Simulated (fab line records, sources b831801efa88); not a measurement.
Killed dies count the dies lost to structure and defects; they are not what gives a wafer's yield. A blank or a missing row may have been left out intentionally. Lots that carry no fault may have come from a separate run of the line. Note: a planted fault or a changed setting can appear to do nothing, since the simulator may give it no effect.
fab line records -- flow sky130
record lots=5, wafers=15, last-day=50
route steps=708 shown VIA2@510
lots that met no fault: from a run of the same line without faults
start-h: the number of hours between the record's first day and the start of the first shown wafer of the lot -- wait-h: time in hours since the lot's previous step -- " identical to the entry in the row above -- L1.1+2: several wafers, shown together as one row -- - value missing, or start not given -- * or withheld: withheld -- < > ~ a bound
route shown NAME@n: names a module that has steps shown in the file, with the first one's number in the route -- usual: the fault-free wafers' mean and standard deviation -- same: alike in all rows -- chamber/n: place in a boat -- sites: readings site by site -- _std_site: the values' standard deviation -- _edge_site: mean of outer sites minus mean of inner sites -- radius-mm: how far each site lies from the wafer's centre -- mask NAME#n: copy n -- behind: the tool/chamber that last shaped the wafer -- hold: the reason the lot was held/the length of the hold in hours/how it ended -- device: transistor that didn't switch, given as n, p or np -- end of line: at the end of the route, the tests of the same wafers -- step lacking rows: just its recipe -- killed: dies that structure and defects cost at the first sort, which is not the same as the wafer's yield -- map: dies across one wafer; x = killed, . = not, _ = none there
set.NAME: setting as actually run; set.NAME@STEP: the setting as run at that earlier step -- model.NAME: the simulator's own value behind a step, which no gauge read
certain route steps with their lots: each step a table, each wafer a row
services: from which hour (start-h, from the record's first day; less than 0 if before it) a tool's chamber was out of use, for how many hours, and why
## steps
# step SKY_VIA2_BOW_MEAS_03
# recipe mode=bow
# usual VIA2_BOW=86/7.3
lot.wafer,tool,chamber,start-h,wait-h,VIA2_BOW[um]
L077.1,film-metro-03,-,867.58,0.1,92
L077.2,film-metro-03,-,867.58,0.1,88
L077.4,film-metro-03,-,867.58,0.1,90
L080.2,film-metro-02,-,883.33,0.3,81
L080.5,film-metro-02,-,883.33,0.3,86
L080.6,film-metro-02,-,883.33,0.3,81
L082.4,film-metro-03,-,897.79,0.3,77
L082.5,film-metro-03,-,897.79,0.3,89
L082.6,film-metro-03,-,897.79,0.3,82
L083.2,film-metro-04,-,905.41,0.2,94
L083.3,film-metro-04,-,905.41,0.2,98
L083.4,film-metro-04,-,905.41,0.2,90
L092.2,film-metro-03,-,969.93,0.1,81
L092.4,film-metro-03,-,969.93,0.1,85
L092.6,film-metro-03,-,969.93,0.1,86
# step SKY_VIA2_DEHYDRATE_04
# recipe temp-c=200, time-s=60
lot.wafer,tool,chamber,start-h,wait-h
L077.1+2+4,litho-track-02,0,880.01,12.4
L080.2+5+6,litho-track-04,0,896.14,12.8
L082.4+5+6,litho-track-03,0,909.47,11.7
L083.2+3+4,litho-track-04,0,917.49,12.1
L092.2+4+6,litho-track-04,0,981.84,11.9
# step SKY_VIA2_HMDS_05
# recipe prime-time-s=60, prime-temp-c=120
# usual prime-temp-c=120.02/0.14
lot.wafer,tool,chamber,start-h,wait-h,prime-temp-c
L077.1,litho-track-02,0,880.16,0.1,120.03
L077.2,litho-track-02,0,880.16,0.1,120.09
L077.4,litho-track-02,0,880.16,0.1,120.02
L080.2,litho-track-04,0,896.29,0.1,120.03
L080.5,litho-track-04,0,896.29,0.1,120.04
L080.6,litho-track-04,0,896.29,0.1,119.98
L082.4,litho-track-03,0,909.62,0.1,119.91
L082.5,litho-track-03,0,909.62,0.1,119.78
L082.6,litho-track-03,0,909.62,0.1,119.94
L083.2,litho-track-04,0,917.64,0.1,119.99
L083.3,litho-track-04,0,917.64,0.1,120.00
L083.4,litho-track-04,0,917.64,0.1,119.96
L092.2,litho-track-04,0,981.99,0.1,120.34
L092.4,litho-track-04,0,981.99,0.1,120.12
L092.6,litho-track-04,0,981.99,0.1,120.07
# step SKY_VIA2_COAT_06
# recipe resist=BARC, temp-c=withheld, time-s=withheld, spin-rpm=3000, resist-thk-nm=60
lot.wafer,tool,chamber,start-h,wait-h
L077.1+2+4,litho-track-02,0,880.31,0.1
L080.2+5+6,litho-track-04,0,896.44,0.1
L082.4+5+6,litho-track-03,0,909.77,0.1
L083.2+3+4,litho-track-04,0,917.79,0.1
L092.2+4+6,litho-track-04,0,982.14,0.1
# step SKY_VIA2_COAT_07
# recipe resist=KrF-thick, spin-rpm=3000, resist-thk-nm=450
lot.wafer,tool,chamber,start-h,wait-h
L077.1+2+4,litho-track-02,0,-,-
L080.2+5+6,litho-track-04,0,-,-
L082.4+5+6,litho-track-03,0,-,-
L083.2+3+4,litho-track-04,0,-,-
L092.2+4+6,litho-track-04,0,-,-
# step SKY_VIA2_SOFTBAKE_08
# recipe temp-c=100, time-s=90, resist=KrF-thick
lot.wafer,tool,chamber,start-h,wait-h
L077.1+2+4,litho-track-02,0,-,-
L080.2+5+6,litho-track-04,0,-,-
L082.4+5+6,litho-track-03,0,-,-
L083.2+3+4,litho-track-04,0,-,-
L092.2+4+6,litho-track-04,0,-,-
# step SKY_VIA2_EXPOSE_09
# recipe mask-id=VIM2, na=0.8, source-shape=annular, sigma-inner=0.55, sigma-outer=0.85, target-cd-nm=200, dose-mj=38
# same sigma-outer=0.85
lot.wafer,tool,chamber,start-h,wait-h,mask
L077.1+2+4,krf-scanner-01,0,-,-,VIM2#0
L080.2+5+6,krf-scanner-01,0,-,-,VIM2#0
L082.4+5+6,krf-scanner-01,0,-,-,VIM2#0
L083.2+3+4,krf-scanner-02,0,-,-,VIM2#0
L092.2+4+6,krf-scanner-01,0,-,-,VIM2#0
# step SKY_VIA2_PEB_10
# recipe peb-temp-c=withheld, peb-time-s=withheld, resist=KrF-thick
lot.wafer,tool,chamber,start-h,wait-h
L077.1+2+4,litho-track-02,0,-,-
L080.2+5+6,litho-track-03,0,-,-
L082.4+5+6,litho-track-03,0,-,-
L083.2+3+4,litho-track-03,0,-,-
L092.2+4+6,litho-track-02,0,-,-
# step SKY_VIA2_DEVELOP_11
# recipe develop-time-s=60, resist=KrF-thick, dev-temp-c=21
lot.wafer,tool,chamber,start-h,wait-h
L077.1+2+4,litho-track-02,0,-,-
L080.2+5+6,litho-track-03,0,-,-
L082.4+5+6,litho-track-03,0,-,-
L083.2+3+4,litho-track-03,0,-,-
L092.2+4+6,litho-track-02,0,-,-
# step SKY_VIA2_CD_MEAS_12
# recipe target-cd-nm=200
# usual cd-nm=199.6/1.5
lot.wafer,tool,chamber,start-h,wait-h,cd-nm
L077.1,cd-sem-02,-,894.11,-,199.9
L077.2,cd-sem-02,-,894.11,-,200.2
L077.4,cd-sem-02,-,894.11,-,198.5
L080.2,cd-sem-01,-,909.41,-,197.5
L080.5,cd-sem-01,-,909.41,-,194.9
L080.6,cd-sem-01,-,909.41,-,196.5
L082.4,cd-sem-01,-,923.60,-,201.0
L082.5,cd-sem-01,-,923.60,-,198.8
L082.6,cd-sem-01,-,923.60,-,200.4
L083.2,cd-sem-02,-,931.31,-,200.7
L083.3,cd-sem-02,-,931.31,-,199.5
L083.4,cd-sem-02,-,931.31,-,199.6
L092.2,cd-sem-01,-,994.43,-,199.4
L092.4,cd-sem-01,-,994.43,-,202.3
L092.6,cd-sem-01,-,994.43,-,201.0
# step SKY_VIA2_OVL_MEAS_13
# usual VIA2_OVL=2/5.8
lot.wafer,tool,chamber,start-h,wait-h,VIA2_OVL[nm]
L077.1,overlay-02,-,894.23,0.1,2
L077.2,overlay-02,-,894.23,0.1,8
L077.4,overlay-02,-,894.23,0.1,2
L080.2,overlay-01,-,909.52,0.1,0
L080.5,overlay-01,-,909.52,0.1,3
L080.6,overlay-01,-,909.52,0.1,6
L082.4,overlay-01,-,923.68,0.1,4
L082.5,overlay-01,-,923.68,0.1,8
L082.6,overlay-01,-,923.68,0.1,3
L083.2,overlay-02,-,931.42,0.1,10
L083.3,overlay-02,-,931.42,0.1,-2
L083.4,overlay-02,-,931.42,0.1,6
L092.2,overlay-01,-,994.53,0.1,2
L092.4,overlay-01,-,994.53,0.1,0
L092.6,overlay-01,-,994.53,0.1,1
## services
tool,chamber,start-h,hours,kind
krf-scanner-02,-,868.30,0.8,pm
krf-scanner-01,-,884.32,1.3,pm
krf-scanner-01,-,886.85,1.1,repair
krf-scanner-01,0,897.60,-,calibration
krf-scanner-02,-,903.78,1.3,pm
krf-scanner-01,-,916.85,4.0,pm
krf-scanner-02,0,938.04,-,calibration
krf-scanner-01,-,945.24,0.8,repair
krf-scanner-02,-,961.67,0.3,repair
krf-scanner-02,-,962.92,1.0,pm
krf-scanner-01,-,980.86,1.0,pm
litho-track-02,-,986.25,-,consumable-replace:filter
krf-scanner-01,-,994.20,0.8,pm
## key
fault none
